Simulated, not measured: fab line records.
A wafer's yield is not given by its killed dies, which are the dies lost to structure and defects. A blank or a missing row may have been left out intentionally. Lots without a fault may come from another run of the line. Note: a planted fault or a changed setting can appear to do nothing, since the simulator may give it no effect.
Struck lot and sound lot, side by side + flow sky130 + 26 steps out of a route of 708
Sound: the wafers L664.1, L664.2, L664.4. The struck wafers were L653.1, L653.2, L653.6. At the end, the cause is stated.
Order at every step that has rows: each side's tool, ch and its chambers, its first start. Under that, the readings that differ: sound wafers + struck wafers + difference of the means + sigmas: that difference in standard deviations of wafers without a fault.
alike: words and numbers the same on both sides, and readings whose means are apart by under 2 such deviations; not compared: readings that were withheld, readings missing a value for some wafer, numbers with overlapping values and no deviation given by the record, and bounds like >300 which may hide the same value.
Wherever a step has rows on one side only, a row that says differs or no value, or a row with sigmas, the two part there. Numbers that don't overlap but have no deviation are shown without sigmas and don't part them. A reading that every wafer of one side lacks parts them only if that side has two wafers or more.

first, 9 steps without rows for these wafers: SKY_LI_CONTACT_ETCH_14 (etches BARC in N2/H2, stops on SiO2, time 45.9 s, target depth 60 nm); SKY_LI_CONTACT_ETCH_15 (etches PSG in C4F8/O2/Ar, stops on Si, target depth 600 nm); SKY_LI_CONTACT_STRIP_16 (strips in O2/N2); SKY_LI_CONTACT_CLEAN_17 (cleans in NMP, time 600 s); SKY_LI_CONTACT_PRE_CLEAN_18 (time 5.6 s); SKY_LI_CONTACT_SPUTTER_19 (material Ti, target thk 20 nm, time 106.37 s); SKY_LI_CONTACT_SPUTTER_20 (material TiN, target thk 20 nm, time 80 s); SKY_LI_CONTACT_CVD_21 (deposits W, target thk 400 nm, time 120.56 s); SKY_LI_CONTACT_CMP_24 (polishes, stops on PSG, t overpolish 20 s, target thk 0 nm).
SKY_LOCAL_INTERCONNECT_SPUTTER_00: material TiN, target thk 100 nm, time 83.3 s.
  struck on pvd-sputter-01, day 33 01:01; sound on pvd-sputter-01, day 35 21:19
| reading                                                | sound             | struck            | difference | sigmas |
|--------------------------------------------------------|-------------------|-------------------|------------|--------|
| model.TiN_of_LOCAL_INTERCONNECT_SPUTTER_00.thk-nm (nm) | 99.78 98.64 100.2 | 122.8 121.8 122.3 | +22.8      |        |
  alike: substrate-temp-c, throttle-valve-pct
SKY_LOCAL_INTERCONNECT_RS_MEAS_01: measurement is done with a four-point probe.
  struck on film-metro-03, day 33 01:04; sound on film-metro-02, day 35 21:23
| reading                            | sound             | struck            | difference | sigmas |
|------------------------------------|-------------------|-------------------|------------|--------|
| LOCAL_INTERCONNECT_TIN_RS (ohm/sq) | 14.22 14.36 14.14 | 11.41 11.52 11.48 | -2.77      | -17    |
SKY_LOCAL_INTERCONNECT_THK_MEAS_02: measures by xrf.
  struck on film-metro-03, day 33 01:11; sound on film-metro-02, day 35 21:31
| reading                         | sound          | struck            | difference | sigmas |
|---------------------------------|----------------|-------------------|------------|--------|
| LOCAL_INTERCONNECT_TIN_THK (nm) | 99.1 98.2 99.8 | 120.0 119.5 119.4 | +20.6      | +17    |
then, 9 steps without rows for these wafers: SKY_LOCAL_INTERCONNECT_DEHYDRATE_03 (time 60 s); SKY_LOCAL_INTERCONNECT_HMDS_04 (prime time 60 s); SKY_LOCAL_INTERCONNECT_COAT_05 (resist thk 60 nm); SKY_LOCAL_INTERCONNECT_COAT_06 (resist thk 450 nm); SKY_LOCAL_INTERCONNECT_SOFTBAKE_07 (time 90 s); SKY_LOCAL_INTERCONNECT_EXPOSE_08 (exposes mask LI1M, target cd 170 nm); SKY_LOCAL_INTERCONNECT_PEB_09; SKY_LOCAL_INTERCONNECT_DEVELOP_10 (develop time 60 s); SKY_LOCAL_INTERCONNECT_ETCH_13 (etches BARC in N2/H2, stops on SiO2, time 45.9 s, target depth 60 nm).
SKY_LOCAL_INTERCONNECT_METAL_ETCH_14: etches TiN in Cl2/BCl3, stops on PSG, target depth 110 nm, time 31.4 s.
  sound on rie-metal-04 ch 0,1, day 36 23:20; struck on rie-metal-03 ch 0, day 34 03:42
| reading                | sound                | struck               | difference | sigmas |
|------------------------|----------------------|----------------------|------------|--------|
| oes-product-au (a.u.)  | 0.949 0.933 0.938    | 0.982 0.988 0.981    | +0.044     | +6     |
| throttle-valve-pct (%) | 21.909 21.914 21.898 | 21.877 21.882 21.887 | -0.025     | -3     |
  alike: drypump-motor-current-A
  not compared: rf-hours-counter-h
then, 1 step without rows for these wafers: SKY_LOCAL_INTERCONNECT_STRIP_15 (strips in O2/N2).
SKY_LOCAL_INTERCONNECT_STRIP_16: strips in post etch residue remover, time 1200 s.
  sound on wet-bench-03 ch 2, day 36 23:29; struck on wet-bench-02 ch 2, day 34 03:55
| reading                                                | sound             | struck            | difference | sigmas |
|--------------------------------------------------------|-------------------|-------------------|------------|--------|
| model.TiN_of_LOCAL_INTERCONNECT_SPUTTER_00.thk-nm (nm) | 99.36 98.22 99.76 | 122.4 121.4 121.9 | +22.8      |        |
  alike: bath-guard-temp-C, bath-heat-duty-pct
then, 1 step without rows for these wafers: SKY_LOCAL_INTERCONNECT_CLEAN_17 (cleans in IPA, time 180 s).
-- a jump in the record: the struck wafers' starts before and after are 14 days apart (it breaks off in module LOCAL_INTERCONNECT and resumes in module PAD_OPEN, where the first step shown is number 708 of the route) --
SKY_PAD_OPEN_PROBE_99:
  only the struck wafers here have rows in the record (prober-01, day 48 12:01); the sound ones have none

## WHERE THEY PART
Earliest at SKY_LOCAL_INTERCONNECT_RS_MEAS_01; latest, in this record, at SKY_PAD_OPEN_PROBE_99.

WHY: the cause the simulator had injected
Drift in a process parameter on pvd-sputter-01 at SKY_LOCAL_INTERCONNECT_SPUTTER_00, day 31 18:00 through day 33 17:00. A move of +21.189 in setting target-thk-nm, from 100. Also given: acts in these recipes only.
